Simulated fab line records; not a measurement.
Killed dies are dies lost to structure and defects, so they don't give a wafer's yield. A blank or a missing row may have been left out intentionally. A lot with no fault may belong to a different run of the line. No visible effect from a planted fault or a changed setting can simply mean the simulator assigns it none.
Chamber matching :: flow sky130 :: SKY_VIA3_CMP_02 on cmp-02: 4 sister chambers
The step polishes SiO2. 20 wafers are shown with their chamber, then 10 later ones without.

WAFERS WITH THEIR CHAMBER
wafer: L079.1
chamber: 3
motor_current_A (A): 11.4

wafer: L079.3
chamber: 0
motor_current_A (A): 11.4

wafer: L079.6
chamber: 2
motor_current_A (A): 11.1

wafer: L081.1
chamber: 2
motor_current_A (A): 11.6

wafer: L081.4
chamber: 0
motor_current_A (A): 11.0

wafer: L081.6
chamber: 1
motor_current_A (A): 12.3

wafer: L084.3
chamber: 1
motor_current_A (A): 11.5

wafer: L084.4
chamber: 3
motor_current_A (A): 11.6

wafer: L084.6
chamber: 3
motor_current_A (A): 12.0

wafer: L086.1
chamber: 2
motor_current_A (A): 11.6

wafer: L086.4
chamber: 0
motor_current_A (A): 11.2

wafer: L086.5
chamber: 3
motor_current_A (A): 11.4

wafer: L088.1
chamber: 2
motor_current_A (A): 12.2

wafer: L088.3
chamber: 0
motor_current_A (A): 11.6

wafer: L088.5
chamber: 1
motor_current_A (A): 11.8

wafer: L089.3
chamber: 2
motor_current_A (A): 11.2

wafer: L089.4
chamber: 0
motor_current_A (A): 10.5

wafer: L089.6
chamber: 3
motor_current_A (A): 11.9

wafer: L091.1
chamber: 1
motor_current_A (A): 11.7

wafer: L091.3
chamber: 0
motor_current_A (A): 11.4

SIGNATURES (means of the wafers above)
reading: motor_current_A
chamber 0: 11.183
chamber 1: 11.825
chamber 2: 11.540
chamber 3: 11.660
scatter within a chamber: 0.369
Rule: for a wafer and a chamber, the distance is found by dividing, reading by reading, the gap between the wafer's reading and the chamber's mean by the reading's scatter, squaring, summing and taking the root. The wafer belongs to the nearest chamber; if the next one is less than 2 further off, it can't be placed. The scatter is the square root of a quotient: the sum, over the shown wafers, of each reading's squared deviation from its chamber's mean, divided by wafers minus chambers.

WAFERS WITHOUT THEIR CHAMBER
wafer: L091.6
motor_current_A (A): 10.8

wafer: L093.2
motor_current_A (A): 11.9

wafer: L093.3
motor_current_A (A): 10.6

wafer: L093.6
motor_current_A (A): 11.3

wafer: L095.2
motor_current_A (A): 10.9

wafer: L095.4
motor_current_A (A): 12.4

wafer: L095.5
motor_current_A (A): 11.9

wafer: L097.1
motor_current_A (A): 12.3

wafer: L097.3
motor_current_A (A): 11.8

wafer: L097.5
motor_current_A (A): 10.9

EACH ONE'S CHAMBER
wafer: L091.6
from the rows above: can't be placed: 0 or 2 or 3 or 1
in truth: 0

wafer: L093.2
from the rows above: can't be placed: 1 or 3 or 2 or 0
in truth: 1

wafer: L093.3
from the rows above: can't be placed: 0 or 2 or 3 or 1
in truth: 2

wafer: L093.6
from the rows above: can't be placed: 0 or 2 or 3 or 1
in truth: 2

wafer: L095.2
from the rows above: can't be placed: 0 or 2 or 3 or 1
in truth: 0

wafer: L095.4
from the rows above: can't be placed: 1 or 3 or 2 or 0
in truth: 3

wafer: L095.5
from the rows above: can't be placed: 1 or 3 or 2 or 0
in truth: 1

wafer: L097.1
from the rows above: can't be placed: 1 or 3 or 2 or 0
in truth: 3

wafer: L097.3
from the rows above: can't be placed: 1 or 3 or 2 or 0
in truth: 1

wafer: L097.5
from the rows above: can't be placed: 0 or 2 or 3 or 1
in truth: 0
Correctly placed: 0 of 10. These rows do not allow placing 10 (true chamber among the candidates in 10). Number placed wrongly: 0.
